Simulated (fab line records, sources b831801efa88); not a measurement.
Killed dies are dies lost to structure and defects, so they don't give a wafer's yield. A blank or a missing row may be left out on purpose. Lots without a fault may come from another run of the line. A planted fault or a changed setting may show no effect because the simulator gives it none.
Which tool did it? | flow sky130 | 14 lots, 42 wafers sampled, at 5 steps of a route of 708

WHAT THE GAUGES READ, wafer by wafer
SKY_GATE_OXIDE_OVL_MEAS_10. Usual: GATE_OXIDE_OVL -0.7 nm, standard deviation 1.6.
lot  | measured     | on         | GATE_OXIDE_OVL (nm) | flag
L289 | day 13 17:50 | overlay-01 | -3.0 -1.8 -2.6      |
L290 | day 14 03:37 | overlay-01 | 0.2 -2.1 -0.3       |
L294 | day 15 11:22 | overlay-01 | -1.2 -2.2 -1.7      |
L297 | day 16 22:24 | overlay-02 | - - -               | OFF
L298 | day 17 02:49 | overlay-02 | - - -               | OFF
L301 | day 18 03:05 | overlay-02 | -2.7 -2.5 -3.4      |
L302 | day 18 15:12 | overlay-01 | -2.3 -2.1 -0.1      |
L303 | day 18 15:50 | overlay-01 | 0.0 1.0 -0.8        |
L305 | day 19 13:27 | overlay-02 | 1.7 2.8 -0.9        |
L307 | day 20 00:19 | overlay-01 | -1.8 0.2 -2.1       |
L308 | day 21 06:43 | overlay-01 | -0.1 -1.7 -0.1      |
L310 | day 21 07:16 | overlay-01 | -4.5 0.5 -0.5       |
L311 | day 21 17:02 | overlay-02 | 1.6 2.8 3.2         |
L312 | day 21 20:39 | overlay-01 | 0.6 -1.5 -1.6       |

SKY_SD_P_TW_MEAS_11. Usual: SD_P_TW 2808, standard deviation 42.
lot  | measured     | on            | SD_P_TW        | flag
L289 | day 25 08:12 | film_metro-01 | 2798 2809 2809 |
L290 | day 25 13:50 | film_metro-03 | 2860 2876 2849 |
L294 | day 27 06:52 | film_metro-01 | 2828 2820 2809 |
L301 | day 29 19:10 | film_metro-02 | 2764 2778 2776 |
L302 | day 30 04:37 | film_metro-02 | 2779 2770 2770 |
L303 | day 30 06:46 | film_metro-02 | 2766 2774 2755 |
L305 | day 31 01:31 | film_metro-03 | 2876 2879 2879 |
L307 | day 31 13:12 | film_metro-02 | 2768 2789 2782 |
L308 | day 32 14:10 | film_metro-02 | 2773 2768 2758 |
L310 | day 32 15:03 | film_metro-01 | 2832 2849 2847 |
L311 | day 32 20:59 | film_metro-03 | 2877 2863 2870 |
L312 | day 33 02:21 | film_metro-01 | 2838 2830 2820 |

SKY_SD_N_RS_MEAS_18: measures by four-point-probe. Usual: RES_XHIGH_RS 333.6 ohm/sq, standard deviation 1.3.
lot  | measured     | on            | RES_XHIGH_RS (ohm/sq) | flag
L289 | day 27 19:04 | film_metro-01 | 335.7 335.0 334.9     |
L290 | day 28 00:53 | film_metro-02 | 332.6 332.8 334.0     |
L294 | day 29 16:14 | film_metro-02 | 333.2 333.4 332.7     |
L301 | day 32 03:25 | film_metro-01 | 335.2 336.4 335.8     |
L302 | day 32 11:58 | film_metro-02 | 333.9 334.0 333.7     |
L303 | day 32 14:34 | film_metro-03 | 332.6 332.2 331.6     |
L305 | day 33 09:17 | film_metro-02 | 334.0 332.2 332.4     |
L307 | day 33 18:57 | film_metro-02 | 333.0 333.0 333.2     |
L308 | day 34 18:32 | film_metro-02 | 334.4 334.9 335.2     |
L310 | day 34 20:04 | film_metro-02 | 334.1 334.8 333.3     |
L311 | day 35 02:31 | film_metro-01 | 332.5 333.4 335.1     |
L312 | day 35 07:52 | film_metro-02 | 332.7 332.1 333.0     |

SKY_LI_CONTACT_BOW_MEAS_03. Usual: LI_CONTACT_BOW 56 um, standard deviation 6.9.
lot  | measured     | on            | LI_CONTACT_BOW (um) | flag
L289 | day 27 19:41 | film_metro-02 | 56 58 52            |
L290 | day 28 01:29 | film_metro-02 | 64 54 64            |
L294 | day 29 16:50 | film_metro-02 | 55 51 63            |
L301 | day 32 04:01 | film_metro-02 | 53 49 45            |
L302 | day 32 12:34 | film_metro-01 | 65 41 45            |
L303 | day 32 15:10 | film_metro-03 | 50 49 63            |
L305 | day 33 09:56 | film_metro-03 | 58 53 56            |
L307 | day 33 19:33 | film_metro-01 | 65 57 56            |
L308 | day 34 19:11 | film_metro-02 | 61 63 53            |
L310 | day 34 20:40 | film_metro-01 | 63 57 52            |
L311 | day 35 03:07 | film_metro-03 | 49 60 53            |
L312 | day 35 08:28 | film_metro-03 | 54 53 54            |

WHICH TOOL RAN EACH LOT (tool, then ch and the chambers of the sampled wafers, then the start)
lot  | SKY_GATE_OXIDE_COAT_05
L289 | litho_track-02 ch 0, day 13 04:53
L290 | litho_track-03 ch 0, day 13 13:46
L294 | litho_track-03 ch 0, day 14 21:46
L297 | litho_track-04, day 16 07:23
L298 | litho_track-03, day 16 11:58
L301 | litho_track-04 ch 0, day 17 12:10
L302 | litho_track-02 ch 0, day 18 00:26
L303 | litho_track-04 ch 0, day 18 00:55
L305 | litho_track-02 ch 0, day 18 21:10
L307 | litho_track-02 ch 0, day 19 07:50
L308 | litho_track-03 ch 0, day 20 15:28
L310 | litho_track-02 ch 0, day 20 15:59
L311 | litho_track-03 ch 0, day 21 01:37
L312 | litho_track-02 ch 0, day 21 06:08
- SKY_GATE_OXIDE_COAT_05: resist thk 1140 nm.

WHAT THE TOOLS THEMSELVES READ (means of the sampled wafers that have a number; where no wafer has one, the mark that the record gives instead)
SKY_GATE_OXIDE_COAT_05. Usual: chill_plate_temp_C 23.00 C, standard deviation 0.11; dispense_pressure_kPa 51.6 kPa, standard deviation 2.3; exhaust_pa 45.2 Pa, standard deviation 0.89.
lot  | tool           | chill_plate_temp_C (C) | dispense_pressure_kPa (kPa) | exhaust_pa (Pa) | flag
L289 | litho_track-02 | 23.13                  | 49.5                        | 46.3            |
L290 | litho_track-03 | 22.88                  | 52.1                        | 44.6            |
L294 | litho_track-03 | 23.20                  | 52.1                        | 45.1            |
L297 | litho_track-04 | -                      | -                           | -               | OFF
L298 | litho_track-03 | -                      | -                           | -               | OFF
L301 | litho_track-04 | 23.00                  | 55.5                        | 45.3            |
L302 | litho_track-02 | 22.91                  | 49.5                        | 45.4            |
L303 | litho_track-04 | 23.08                  | 55.5                        | 46.0            |
L305 | litho_track-02 | 23.04                  | 49.6                        | 45.1            |
L307 | litho_track-02 | 23.04                  | 49.5                        | 43.6            |
L308 | litho_track-03 | 23.06                  | 52.1                        | 46.4            |
L310 | litho_track-02 | 22.95                  | 49.5                        | 45.0            |
L311 | litho_track-03 | 23.06                  | 52.1                        | 45.3            |
L312 | litho_track-02 | 22.93                  | 49.6                        | 45.3            |

THE ANSWER, worked out from the rows above alone
Rule: a lot is off if the mean of its wafers that have a number lies more than 3 standard deviations from the usual mean. A lot without any number at a reading at which 4 lots or more have one is off too. The other lots that the step has rows for count as sound. The gauges are gone through in route order, then the tools' own readings, and for those a lot's mean is taken as printed above. The first step at which some lot is off is used, and at that step the reading that is off furthest; a lot without a number counts as furthest.
Off: L297, L298, at SKY_GATE_OXIDE_OVL_MEAS_10 (GATE_OXIDE_OVL). Without a number there: L297, L298.
A tool fits if, at a process step before that reading, it ran every lot that is off, and no sound lot after the first of them. The gauges at SKY_GATE_OXIDE_OVL_MEAS_10 aren't tried: what is off there is off at SKY_GATE_OXIDE_COAT_05 too, on other tools, and a gauge's error can't cause that. None of those tried fits.

WHAT THE SIMULATOR HAD PUT IN
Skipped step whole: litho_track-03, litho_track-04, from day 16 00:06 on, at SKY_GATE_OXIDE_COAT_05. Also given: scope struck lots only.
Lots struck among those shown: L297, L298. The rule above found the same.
